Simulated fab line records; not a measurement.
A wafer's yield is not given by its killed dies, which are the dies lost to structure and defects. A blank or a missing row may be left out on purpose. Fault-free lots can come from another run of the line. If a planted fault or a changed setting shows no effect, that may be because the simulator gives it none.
Which of the tools did it? / flow sky130 / at 1 step of a route of 708, 6 lots with 18 wafers sampled

WHAT THE GAUGES READ, wafer by wafer
SKY_FIELD_ISO_BOW_MEAS_00.
lot=L133; measured=day 1 15:00; on=film metro-01; INCOMING_BOW (um)=-1 4 5
lot=L138; measured=day 2 16:02; on=film metro-03; INCOMING_BOW (um)=-2 1 7
lot=L140; measured=day 3 02:02; on=film metro-02; INCOMING_BOW (um)=4 3 0
lot=L142; measured=day 3 12:01; on=film metro-03; INCOMING_BOW (um)=0 -9 -2
lot=L146; measured=day 4 08:01; on=film metro-01; INCOMING_BOW (um)=-1 -2 -4
lot=L151; measured=day 5 09:00; on=film metro-03; INCOMING_BOW (um)=-7 -3 -5

EACH LOT AND THE TOOL THAT RAN IT (in order: tool; ch and the chambers of the sampled wafers; start)
The record holds no process step before these readings.

THE ANSWER, worked out from the rows above alone
Rule: usual is defined by the lots themselves. Put in order of their means at a reading, lots are off if they are a third of the lots or fewer, leave a main group of 4 or more, and stand apart from it by a gap of 3 or more times the standard deviation of the main group's means; of several such gaps the widest counts. Not used: any main group whose means are identical at the precision the tables above print for the reading. Also off: a lot with no number at a reading for which 4 or more lots have one. Any other lot the step has rows for is counted as sound.
None of the lots is off at any reading shown; this tells nothing.

WHAT THE SIMULATOR HAD INSERTED
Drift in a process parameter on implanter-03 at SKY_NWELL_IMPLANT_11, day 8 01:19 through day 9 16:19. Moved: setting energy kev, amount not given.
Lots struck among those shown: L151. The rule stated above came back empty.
